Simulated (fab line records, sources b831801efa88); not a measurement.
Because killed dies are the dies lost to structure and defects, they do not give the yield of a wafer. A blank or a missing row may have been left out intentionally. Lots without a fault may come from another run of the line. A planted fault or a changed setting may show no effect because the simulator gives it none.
Matching of chambers    flow sky130    SKY_METAL3_ETCH_17 on rie_diel-04 has 4 sister chambers
The step etches SiO2 in C4F8/O2/Ar, stops on TiN, time 3.9 s, target depth 15 nm. 22 wafers are shown with their chamber, then 11 later ones without.

== WAFERS WITH THEIR CHAMBER ==
wafer   chamber  oes_product_au (a.u.)
L076.1  0        0.742
L076.2  3        0.754
L076.3  1        0.749
L076.4  2        0.761
L076.5  3        0.754
L076.6  0        0.761
L080.1  1        0.744
L080.2  3        0.752
L080.3  2        0.743
L080.4  0        0.751
L080.5  3        0.762
L080.6  0        0.750
L086.1  2        0.749
L086.2  3        0.755
L086.5  3        0.745
L087.1  3        0.748
L087.2  0        0.752
L087.4  2        0.756
L089.1  3        0.761
L089.2  0        0.757
L089.3  0        0.750
L089.4  3        0.763

SIGNATURES, as means of the wafers listed above
reading         chamber 0  chamber 1  chamber 2  chamber 3  scatter within a chamber
oes_product_au  0.75186    0.74650    0.75225    0.75489    0.00634
Rule: a wafer's distance from a chamber is the root of the sum, over the readings, of the square of ((its reading less the chamber's mean) divided by the reading's scatter). If the next closest chamber is less than 2 further off than the closest, the wafer can't be placed; otherwise it belongs to the closest. The scatter: take each reading less its chamber's mean, square it, sum over the shown wafers, divide by the number of wafers less the number of chambers, and take the root.

== WAFERS WHOSE CHAMBER IS MISSING ==
wafer   oes_product_au (a.u.)
L089.5  0.768
L089.6  0.762
L091.3  0.748
L091.4  0.761
L091.6  0.756
L093.1  0.753
L093.2  0.750
L093.6  0.758
L097.2  0.760
L097.4  0.762
L097.5  0.763

== CHAMBER TAKEN BY EACH ==
wafer   from the rows above                in truth
L089.5  can't be placed: 3 or 2 or 0 or 1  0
L089.6  can't be placed: 3 or 2 or 0 or 1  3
L091.3  can't be placed: 1 or 0 or 2 or 3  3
L091.4  can't be placed: 3 or 2 or 0 or 1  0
L091.6  can't be placed: 3 or 2 or 0 or 1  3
L093.1  can't be placed: 2 or 0 or 3 or 1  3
L093.2  can't be placed: 0 or 2 or 1 or 3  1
L093.6  can't be placed: 3 or 2 or 0 or 1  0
L097.2  can't be placed: 3 or 2 or 0 or 1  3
L097.4  can't be placed: 3 or 2 or 0 or 1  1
L097.5  can't be placed: 3 or 2 or 0 or 1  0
Correct placement for 0 of the 11. From these rows, 11 cannot be placed; in 11 the true chamber is one of the candidates. Wrongly placed: 0.
